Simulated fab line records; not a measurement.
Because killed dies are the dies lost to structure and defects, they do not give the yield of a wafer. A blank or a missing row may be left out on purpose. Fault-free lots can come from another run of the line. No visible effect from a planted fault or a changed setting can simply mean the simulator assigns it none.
What tool caused it? :: flow sky130 :: 13 lots with 39 wafers sampled at 5 steps, on a route of 708 steps

== WHAT THE GAUGES SHOWED, per wafer ==
SKY_SONOS_TUNNEL_OVL_MEAS_08. Usual: for SONOS_TUNNEL_OVL the level is 0.2 nm and the standard deviation is 1.3.
lot: L971
measured: day 11 15:34
on: overlay-01
SONOS_TUNNEL_OVL (nm): -0.8 -0.3 1.8
flag: 

lot: L974
measured: day 12 08:11
on: overlay-02
SONOS_TUNNEL_OVL (nm): 3.6 3.2 2.5
flag: 

lot: L976
measured: day 13 01:00
on: overlay-02
SONOS_TUNNEL_OVL (nm): -1.2 -1.0 0.1
flag: 

lot: L977
measured: day 13 10:59
on: overlay-02
SONOS_TUNNEL_OVL (nm): -1.6 -2.0 -0.9
flag: 

lot: L978
measured: day 13 14:46
on: overlay-01
SONOS_TUNNEL_OVL (nm): -0.2 -2.0 2.1
flag: 

lot: L980
measured: day 14 06:14
on: overlay-02
SONOS_TUNNEL_OVL (nm): 0.9 0.5 -0.7
flag: 

lot: L982
measured: day 14 19:32
on: overlay-01
SONOS_TUNNEL_OVL (nm): -0.8 -0.8 -2.5
flag: 

lot: L983
measured: day 15 08:08
on: overlay-01
SONOS_TUNNEL_OVL (nm): -0.1 -0.2 0.6
flag: 

lot: L990
measured: day 17 12:44
on: overlay-01
SONOS_TUNNEL_OVL (nm): -0.4 -2.4 -3.1
flag: 

lot: L989
measured: day 17 14:17
on: overlay-02
SONOS_TUNNEL_OVL (nm): -0.4 -0.7 -0.3
flag: 

lot: L991
measured: day 18 00:02
on: overlay-01
SONOS_TUNNEL_OVL (nm): 0.5 0.8 1.9
flag: 

lot: L992
measured: day 18 15:02
on: overlay-02
SONOS_TUNNEL_OVL (nm): 1.8 0.1 1.8
flag: 

lot: L993
measured: day 19 05:08
on: overlay-02
SONOS_TUNNEL_OVL (nm): -0.5 1.1 0.6
flag: 

SKY_LDD_HVN_TW_MEAS_10. Usual: for LDD_HVN_TW the level is 1453 and the standard deviation is 12.
lot: L971
measured: day 21 02:10
on: film metro-02
LDD_HVN_TW: 1457 1461 1467
flag: 

lot: L974
measured: day 21 17:55
on: film metro-01
LDD_HVN_TW: 1458 1445 1451
flag: 

lot: L976
measured: day 22 10:13
on: film metro-03
LDD_HVN_TW: 1437 1434 1430
flag: 

lot: L977
measured: day 22 21:10
on: film metro-01
LDD_HVN_TW: 1459 1468 1453
flag: 

lot: L978
measured: day 23 02:02
on: film metro-02
LDD_HVN_TW: 1465 1456 1470
flag: 

lot: L980
measured: day 23 19:10
on: film metro-03
LDD_HVN_TW: 1438 1438 1441
flag: 

lot: L982
measured: day 24 12:39
on: film metro-01
LDD_HVN_TW: 1444 1446 1452
flag: 

lot: L983
measured: day 24 19:37
on: film metro-02
LDD_HVN_TW: 1461 1471 1463
flag: 

lot: L990
measured: day 26 23:27
on: film metro-01
LDD_HVN_TW: 1532 1529 1525
flag: OFF

lot: L989
measured: day 27 01:55
on: film metro-03
LDD_HVN_TW: 1508 1503 1508
flag: OFF

lot: L991
measured: day 27 10:00
on: film metro-02
LDD_HVN_TW: 1472 1456 1463
flag: 

lot: L992
measured: day 28 03:45
on: film metro-01
LDD_HVN_TW: 1453 1449 1448
flag: 

lot: L993
measured: day 28 12:03
on: film metro-01
LDD_HVN_TW: 1460 1454 1454
flag: 

SKY_POLY_CUT_OVL_MEAS_09. Usual: for POLY_CUT_OVL the level is -6 nm and the standard deviation is 5.
lot: L971
measured: day 25 01:35
on: overlay-02
POLY_CUT_OVL (nm): 5 3 11
flag: 

lot: L974
measured: day 25 15:19
on: overlay-02
POLY_CUT_OVL (nm): -11 -4 -8
flag: 

lot: L976
measured: day 26 07:13
on: overlay-01
POLY_CUT_OVL (nm): -7 -7 -12
flag: 

lot: L977
measured: day 26 17:14
on: overlay-02
POLY_CUT_OVL (nm): -13 -2 -16
flag: 

lot: L978
measured: day 26 20:49
on: overlay-01
POLY_CUT_OVL (nm): -2 -4 -2
flag: 

lot: L980
measured: day 27 14:38
on: overlay-01
POLY_CUT_OVL (nm): -16 -13 -18
flag: 

lot: L982
measured: day 28 07:29
on: overlay-02
POLY_CUT_OVL (nm): -2 1 0
flag: 

lot: L983
measured: day 28 14:32
on: overlay-02
POLY_CUT_OVL (nm): -9 -13 -9
flag: 

lot: L990
measured: day 30 14:01
on: overlay-02
POLY_CUT_OVL (nm): -7 -5 -2
flag: 

lot: L989
measured: day 30 18:11
on: overlay-01
POLY_CUT_OVL (nm): -8 -12 -14
flag: 

lot: L991
measured: day 31 00:54
on: overlay-02
POLY_CUT_OVL (nm): -3 -1 -5
flag: 

lot: L992
measured: day 31 16:20
on: overlay-02
POLY_CUT_OVL (nm): -4 -2 -3
flag: 

lot: L993
measured: day 32 01:19
on: overlay-01
POLY_CUT_OVL (nm): -5 -4 -3
flag: 

== TOOL THAT RAN EACH LOT (tool first, then ch and the chambers of the sampled wafers, then the start) ==
lot: L971
SKY_VT_ADJUST_PCH_STRIP_09: plasma asher-02 ch 0,1, day 10 15:55
SKY_LDD_HVN_IMPLANT_08: implanter-01 ch 0, day 21 01:56

lot: L974
SKY_VT_ADJUST_PCH_STRIP_09: plasma asher-03 ch 0,1, day 11 08:13
SKY_LDD_HVN_IMPLANT_08: implanter-04 ch 0, day 21 17:40

lot: L976
SKY_VT_ADJUST_PCH_STRIP_09: plasma asher-02 ch 0,1, day 12 00:52
SKY_LDD_HVN_IMPLANT_08: implanter-04 ch 0, day 22 09:59

lot: L977
SKY_VT_ADJUST_PCH_STRIP_09: plasma asher-03 ch 0, day 12 10:52
SKY_LDD_HVN_IMPLANT_08: implanter-04 ch 0, day 22 20:55

lot: L978
SKY_VT_ADJUST_PCH_STRIP_09: plasma asher-04 ch 0,1, day 12 14:20
SKY_LDD_HVN_IMPLANT_08: implanter-02 ch 0, day 23 01:50

lot: L980
SKY_VT_ADJUST_PCH_STRIP_09: plasma asher-02 ch 0,1, day 13 05:52
SKY_LDD_HVN_IMPLANT_08: implanter-02 ch 0, day 23 18:55

lot: L982
SKY_VT_ADJUST_PCH_STRIP_09: plasma asher-03 ch 0,1, day 13 17:46
SKY_LDD_HVN_IMPLANT_08: implanter-04 ch 0, day 24 12:24

lot: L983
SKY_VT_ADJUST_PCH_STRIP_09: plasma asher-04 ch 0,1, day 14 05:25
SKY_LDD_HVN_IMPLANT_08: implanter-02 ch 0, day 24 19:22

lot: L990
SKY_VT_ADJUST_PCH_STRIP_09: plasma asher-03 ch 0,1, day 16 07:42
SKY_LDD_HVN_IMPLANT_08: implanter-02 ch 0, day 26 23:12

lot: L989
SKY_VT_ADJUST_PCH_STRIP_09: plasma asher-04 ch 0,1, day 16 08:57
SKY_LDD_HVN_IMPLANT_08: implanter-02 ch 0, day 27 01:40

lot: L991
SKY_VT_ADJUST_PCH_STRIP_09: plasma asher-04 ch 0,1, day 16 19:48
SKY_LDD_HVN_IMPLANT_08: implanter-01 ch 0, day 27 09:45

lot: L992
SKY_VT_ADJUST_PCH_STRIP_09: plasma asher-04 ch 0,1, day 17 08:11
SKY_LDD_HVN_IMPLANT_08: implanter-04 ch 0, day 28 03:30

lot: L993
SKY_VT_ADJUST_PCH_STRIP_09: plasma asher-03 ch 0,1, day 17 22:13
SKY_LDD_HVN_IMPLANT_08: implanter-01 ch 0, day 28 11:48
- SKY_VT_ADJUST_PCH_STRIP_09: strips in O2/N2.
- SKY_LDD_HVN_IMPLANT_08

== WHAT THE TOOLS THEMSELVES READ (means of the sampled wafers that have a number; where no wafer has one, the mark that the record gives instead) ==
SKY_VT_ADJUST_PCH_STRIP_09. Usual: drypump motor current A 5.72 A, standard deviation 0.18; oes product au 0.722 a.u., standard deviation 0.0044; strip time to endpoint s 36.93 s, standard deviation 0.11.
lot: L971
tool: plasma asher-02
drypump motor current A (A): 5.68
oes product au (a.u.): 0.722
strip time to endpoint s (s): 36.98
flag: 

lot: L974
tool: plasma asher-03
drypump motor current A (A): 5.56
oes product au (a.u.): 0.721
strip time to endpoint s (s): 36.92
flag: 

lot: L976
tool: plasma asher-02
drypump motor current A (A): 5.79
oes product au (a.u.): 0.724
strip time to endpoint s (s): 37.02
flag: 

lot: L977
tool: plasma asher-03
drypump motor current A (A): 5.87
oes product au (a.u.): 0.721
strip time to endpoint s (s): 36.87
flag: 

lot: L978
tool: plasma asher-04
drypump motor current A (A): 5.79
oes product au (a.u.): 0.721
strip time to endpoint s (s): 36.83
flag: 

lot: L980
tool: plasma asher-02
drypump motor current A (A): 5.70
oes product au (a.u.): 0.725
strip time to endpoint s (s): 36.83
flag: 

lot: L982
tool: plasma asher-03
drypump motor current A (A): 5.69
oes product au (a.u.): 0.724
strip time to endpoint s (s): 36.92
flag: 

lot: L983
tool: plasma asher-04
drypump motor current A (A): 5.82
oes product au (a.u.): 0.717
strip time to endpoint s (s): 36.78
flag: 

lot: L990
tool: plasma asher-03
drypump motor current A (A): 5.56
oes product au (a.u.): 0.723
strip time to endpoint s (s): 36.92
flag: 

lot: L989
tool: plasma asher-04
drypump motor current A (A): 5.78
oes product au (a.u.): 0.717
strip time to endpoint s (s): 36.89
flag: 

lot: L991
tool: plasma asher-04
drypump motor current A (A): 5.81
oes product au (a.u.): 0.725
strip time to endpoint s (s): 36.94
flag: 

lot: L992
tool: plasma asher-04
drypump motor current A (A): 5.78
oes product au (a.u.): 0.719
strip time to endpoint s (s): 36.99
flag: 

lot: L993
tool: plasma asher-03
drypump motor current A (A): 5.68
oes product au (a.u.): 0.721
strip time to endpoint s (s): 37.01
flag: 

SKY_LDD_HVN_IMPLANT_08. Usual: beam energy keV reads 59.998 (standard deviation 0.016).
lot: L971
tool: implanter-01
beam energy keV: 59.994
flag: 

lot: L974
tool: implanter-04
beam energy keV: 60.003
flag: 

lot: L976
tool: implanter-04
beam energy keV: 59.994
flag: 

lot: L977
tool: implanter-04
beam energy keV: 60.007
flag: 

lot: L978
tool: implanter-02
beam energy keV: 59.982
flag: 

lot: L980
tool: implanter-02
beam energy keV: 59.982
flag: 

lot: L982
tool: implanter-04
beam energy keV: 60.002
flag: 

lot: L983
tool: implanter-02
beam energy keV: 60.001
flag: 

lot: L990
tool: implanter-02
beam energy keV: 73.833
flag: OFF

lot: L989
tool: implanter-02
beam energy keV: 73.826
flag: OFF

lot: L991
tool: implanter-01
beam energy keV: 59.977
flag: 

lot: L992
tool: implanter-04
beam energy keV: 60.017
flag: 

lot: L993
tool: implanter-01
beam energy keV: 59.999
flag: 

== THE ANSWER, worked out from the rows above alone ==
Rule: lot off if the mean of its wafers having a number is beyond 3 standard deviations from the usual mean. Also off: a lot with no number at a reading for which 4 or more lots have one. Any other lot the step has rows for is counted as sound. The gauges are gone through in route order, then the tools' own readings, and for those a lot's mean is taken as printed above. The first step at which some lot is off is used, and at that step the reading that is off furthest; a lot without a number counts as furthest.
Off: at SKY_LDD_HVN_TW_MEAS_10 (LDD_HVN_TW), L990, L989.
A tool fits if, at a process step before that reading, it ran every lot that is off, and no sound lot after the first of them. The gauges at SKY_LDD_HVN_TW_MEAS_10 aren't tried: what is off there is off at SKY_LDD_HVN_IMPLANT_08 too, on other tools, and a gauge's error can't cause that. One fits: SKY_LDD_HVN_IMPLANT_08 on implanter-02. A fault onset in the window from L983 (day 24 19:22, its last sound lot) to L990 (day 26 23:12, its first lot off) fits.
The tool's own readings at SKY_LDD_HVN_IMPLANT_08 bear it out: on the lots that are off they differ by more than 5 times the standard deviation of the sound lots' means. beam energy keV reads 73.829 there against 59.996 on the sound lots.

== WHAT THE SIMULATOR PUT IN ==
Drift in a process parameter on implanter-02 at SKY_LDD_HVN_IMPLANT_08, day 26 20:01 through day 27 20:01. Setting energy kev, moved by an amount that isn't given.
Lots struck among those shown: L990, L989. The same result came from the rule above.
